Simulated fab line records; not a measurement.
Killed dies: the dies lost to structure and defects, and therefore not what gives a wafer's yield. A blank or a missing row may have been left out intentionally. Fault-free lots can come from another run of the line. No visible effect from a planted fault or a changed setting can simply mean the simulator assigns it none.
A lot that was struck, set against a sound lot | flow sky130 | 14 steps out of a route of 708
Sound: these wafers, L472.1, L472.2, L472.5. Struck: wafers L481.1, L481.4, L481.6. The cause is given at the end.
Per side, at each step with rows, come the tool, then ch with its chambers, and then its first start. Under that, the readings that differ: sound wafers | struck wafers | difference of the means | sigmas: that difference in standard deviations of wafers without a fault.
alike: readings whose means differ by less than 2 such deviations, and words and numbers that are the same on both sides. not compared: withheld readings, readings that some wafer has no value for, bounds like >300 that may hide the same value, and numbers for which the record gives no deviation and whose values overlap.
Wherever a step has rows on one side only, a row that says differs or no value, or a row with sigmas, the two part there. When numbers do not overlap yet have no deviation, they are printed without sigmas and do not part them. A reading missing from all wafers of one side parts the sides only when that side holds two or more wafers.

SKY_CAP2M_OVL_MEAS_12:
  sound: overlay-02 at day 43 08:44; struck: overlay-02 at day 46 01:08
  alike: CAP2M_OVL
SKY_CAP2M_METAL_ETCH_13: etches TiN in Cl2/BCl3, stops on SiO2, target depth 220 nm, time 62.9 s.
  sound on rie_metal-01 ch 0,1, day 43 08:46; struck on rie_metal-01 ch 0,1, day 46 01:10
  alike: drypump_motor_current_A, mfc_cl2_sccm, oes_product_au, throttle_valve_pct
  not compared: rf_hours_counter_h
SKY_CAP2M_STRIP_14: strips in O2/N2.
  sound on plasma_asher-01 ch 0,1, day 43 08:51; struck on plasma_asher-02 ch 0,1, day 46 01:15
  alike: drypump_motor_current_A, oes_product_au, strip_time_to_endpoint_s
  not compared: rf_hours_counter_h
then, 9 steps without rows for these wafers: SKY_CAP2M_STRIP_15 (strips in post etch residue remover, time 1200 s); SKY_CAP2M_CLEAN_16 (cleans in IPA, time 180 s); SKY_CAP2M_CLEAN_17 (cleans in O3/DIW); SKY_METAL4_DEHYDRATE_05 (time 60 s); SKY_METAL4_HMDS_06 (prime time 60 s); SKY_METAL4_COAT_07 (resist thk 60 nm); SKY_METAL4_COAT_08 (resist thk 1140 nm); SKY_METAL4_SOFTBAKE_09 (time 90 s); SKY_METAL4_EXPOSE_10 (exposes mask MM4, target cd 300 nm).
SKY_METAL4_PEB_11:
  sound on litho_track-02 ch 0, day 44 07:00; struck on litho_track-02, day 46 22:00
  reading         | sound          | struck | difference                    | sigmas
  exhaust_pa (Pa) | 45.3 43.9 44.4 | - - -  | no value on the struck wafers |
  not compared: chill_plate_temp_C
then, 1 step without rows for these wafers: SKY_METAL4_DEVELOP_12 (develop time 60 s).

WHERE THEY PART
Only at SKY_METAL4_PEB_11, as far as this record shows.

WHY: the cause the simulator had injected
Skipped step whole: litho_track-02, from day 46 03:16 on, at SKY_METAL4_PEB_11. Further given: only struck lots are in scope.
